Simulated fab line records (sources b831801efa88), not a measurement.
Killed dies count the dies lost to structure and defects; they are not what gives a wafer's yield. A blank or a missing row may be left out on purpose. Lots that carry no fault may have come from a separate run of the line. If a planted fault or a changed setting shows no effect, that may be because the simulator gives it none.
Struck lot and sound lot, side by side ; flow sky130 ; 20 out of 708 route steps
Sound: the wafers L809.2, L809.4, L809.6. Struck: wafer L813.4 (left out: L813.1, a lot-mate that was not struck); the cause follows at the end.
Per side, at each step with rows, come the tool, then ch with its chambers, and then its first start. Under that, the readings that differ: sound wafers ; struck wafers ; difference of the means ; sigmas: that difference in standard deviations of wafers without a fault.
alike: readings whose means differ by less than 2 such deviations, and words and numbers that are the same on both sides. not compared: withheld readings, readings that some wafer has no value for, bounds like >300 that may hide the same value, and numbers for which the record gives no deviation and whose values overlap.
A row with sigmas, a row that says differs or no value, or rows on one side alone: a step with any of these is where the two part. Non-overlapping numbers with no deviation appear without sigmas and do not part them. A reading missing from all wafers of one side parts the sides only when that side holds two or more wafers.

first, 6 steps without rows for these wafers: SKY_VT_ADJUST_PCH_HMDS_01 (prime time 60 s); SKY_VT_ADJUST_PCH_COAT_02 (resist thk 3000 nm); SKY_VT_ADJUST_PCH_SOFTBAKE_03; SKY_VT_ADJUST_PCH_EXPOSE_04 (exposes mask NWM, target cd 840 nm); SKY_VT_ADJUST_PCH_PEB_05; SKY_VT_ADJUST_PCH_DEVELOP_06 (develop time 60 s).
SKY_VT_ADJUST_PCH_OVL_MEAS_07:
  sound: overlay-01 at day 13 17:34; struck: overlay-02 at day 15 03:20
reading;sound;struck;difference;sigmas
VT_ADJUST_PCH_OVL (nm);-1.6 -3.4 -3.2;0.7;+3.4;+2
then, 1 step without rows for these wafers: SKY_VT_ADJUST_PCH_IMPLANT_08.
SKY_VT_ADJUST_PCH_STRIP_09: strips in O2/N2.
  sound on plasma_asher-04 ch 0, day 13 17:45; struck on plasma_asher-01 ch 1, day 15 03:32
reading;sound;struck;difference;sigmas
strip_time_to_endpoint_s (s);37.16 37.11 37.21;36.84;-0.32;-3
  alike: drypump_motor_current_A, oes_product_au
  not compared: rf_hours_counter_h
SKY_VT_ADJUST_PCH_TW_MEAS_10:
  sound: film_metro-01 at day 13 17:52; struck: film_metro-03 at day 15 03:38
  alike: VT_ADJUST_PCH_TW
then, 2 steps without rows for these wafers: SKY_SONOS_TUNNEL_DEHYDRATE_00 (time 60 s); SKY_SONOS_TUNNEL_HMDS_01 (prime time 60 s).
SKY_SONOS_TUNNEL_COAT_02: resist thk 1140 nm.
  sound on litho_track-02 ch 0, day 14 06:11; struck on litho_track-02 ch 0, day 15 16:13
reading;sound;struck;difference;sigmas
model.NOVOLAK_of_SONOS_TUNNEL_COAT_02.thk_nm (nm);1136 1137 1138;1008;-129;
then, 3 steps without rows for these wafers: SKY_SONOS_TUNNEL_SOFTBAKE_03 (time 60 s); SKY_SONOS_TUNNEL_EXPOSE_04 (exposes mask TUNM, target cd 410 nm); SKY_SONOS_TUNNEL_PEB_05.
SKY_SONOS_TUNNEL_DEVELOP_06: develop time 60 s.
  sound on litho_track-04 ch 0, day 14 18:56; struck on litho_track-04 ch 0, day 16 05:52
reading;sound;struck;difference;sigmas
model.NOVOLAK_of_SONOS_TUNNEL_COAT_02.thk_nm (nm);1135 1137 1137;1008;-128;
SKY_SONOS_TUNNEL_CD_MEAS_07 targets a cd of 410 nm.
  sound: cd_sem-02 at day 14 19:05; struck: cd_sem-01 at day 16 06:01
reading;sound;struck;difference;sigmas
cd_nm (nm);406.3 410.5 410.1;420.2;+11.2;+5
SKY_SONOS_TUNNEL_OVL_MEAS_08:
  sound: overlay-01 at day 14 19:11; struck: overlay-01 at day 16 06:08
  alike: SONOS_TUNNEL_OVL
SKY_PAD_OPEN_PROBE_99:
  the record has rows for the sound wafers here (prober-02, day 48 15:11) and none for the struck ones

WHERE THEY PART
At SKY_VT_ADJUST_PCH_OVL_MEAS_07 first; at SKY_PAD_OPEN_PROBE_99 last (within this record only).

WHY: what had been put in by the simulator
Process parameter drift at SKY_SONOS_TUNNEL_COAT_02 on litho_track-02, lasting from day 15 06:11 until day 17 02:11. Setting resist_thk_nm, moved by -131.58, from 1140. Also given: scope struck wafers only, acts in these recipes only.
